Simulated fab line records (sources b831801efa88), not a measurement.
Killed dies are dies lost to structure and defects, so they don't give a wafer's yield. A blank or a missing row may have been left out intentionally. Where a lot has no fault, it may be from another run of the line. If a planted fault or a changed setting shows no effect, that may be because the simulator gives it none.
Matching of chambers / flow sky130 / rieDiel-02 running SKY_METAL3_ETCH_17: 4 sister chambers
The step etches SiO2 in C4F8/O2/Ar, stops on TiN, time 3.9 s, target depth 15 nm. 8 wafers are shown with their chamber, then 9 later ones without.

WAFERS WITH THEIR CHAMBER
wafer=L075.5; chamber=0; oesProductAu (a.u.)=0.757
wafer=L083.5; chamber=1; oesProductAu (a.u.)=0.759
wafer=L083.6; chamber=2; oesProductAu (a.u.)=0.747
wafer=L088.1; chamber=1; oesProductAu (a.u.)=0.748
wafer=L088.2; chamber=2; oesProductAu (a.u.)=0.755
wafer=L089.1; chamber=3; oesProductAu (a.u.)=0.757
wafer=L089.4; chamber=3; oesProductAu (a.u.)=0.757
wafer=L089.6; chamber=0; oesProductAu (a.u.)=0.757

WAFERS WITHOUT THEIR CHAMBER
wafer=L090.1; oesProductAu (a.u.)=0.757
wafer=L090.2; oesProductAu (a.u.)=0.742
wafer=L090.6; oesProductAu (a.u.)=0.751
wafer=L096.1; oesProductAu (a.u.)=0.748
wafer=L096.2; oesProductAu (a.u.)=0.752
wafer=L096.3; oesProductAu (a.u.)=0.737
wafer=L096.4; oesProductAu (a.u.)=0.748
wafer=L096.5; oesProductAu (a.u.)=0.750
wafer=L096.6; oesProductAu (a.u.)=0.742

THE CHAMBER EACH PASSED THROUGH
wafer=L090.1; from the rows above=can't be placed: 0 or 3 or 1 or 2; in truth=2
wafer=L090.2; from the rows above=can't be placed: 2 or 1 or 0 or 3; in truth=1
wafer=L090.6; from the rows above=can't be placed: 2 or 1 or 0 or 3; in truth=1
wafer=L096.1; from the rows above=can't be placed: 2 or 1 or 0 or 3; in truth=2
wafer=L096.2; from the rows above=can't be placed: 2 or 1 or 0 or 3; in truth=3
wafer=L096.3; from the rows above=can't be placed: 2 or 1 or 0 or 3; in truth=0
wafer=L096.4; from the rows above=can't be placed: 2 or 1 or 0 or 3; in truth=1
wafer=L096.5; from the rows above=can't be placed: 2 or 1 or 0 or 3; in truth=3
wafer=L096.6; from the rows above=can't be placed: 2 or 1 or 0 or 3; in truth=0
Correct placement for 0 of the 9. Can't be placed from these rows: 9 (the true chamber is among the candidates in 9). 0 placed wrongly.
How it was worked out, from the rows above alone: a wafer's distance from a chamber is the root of the sum, over the readings, of the square of ((its reading less the chamber's mean) divided by the reading's scatter). If the next closest chamber is less than 2 further off than the closest, the wafer can't be placed; otherwise it belongs to the closest. The mean given for a chamber averages the wafers shown for that chamber. How the scatter is found: for the shown wafers, subtract from each reading the mean of its chamber, square and add these, divide the total by (wafers less chambers), then take the root.
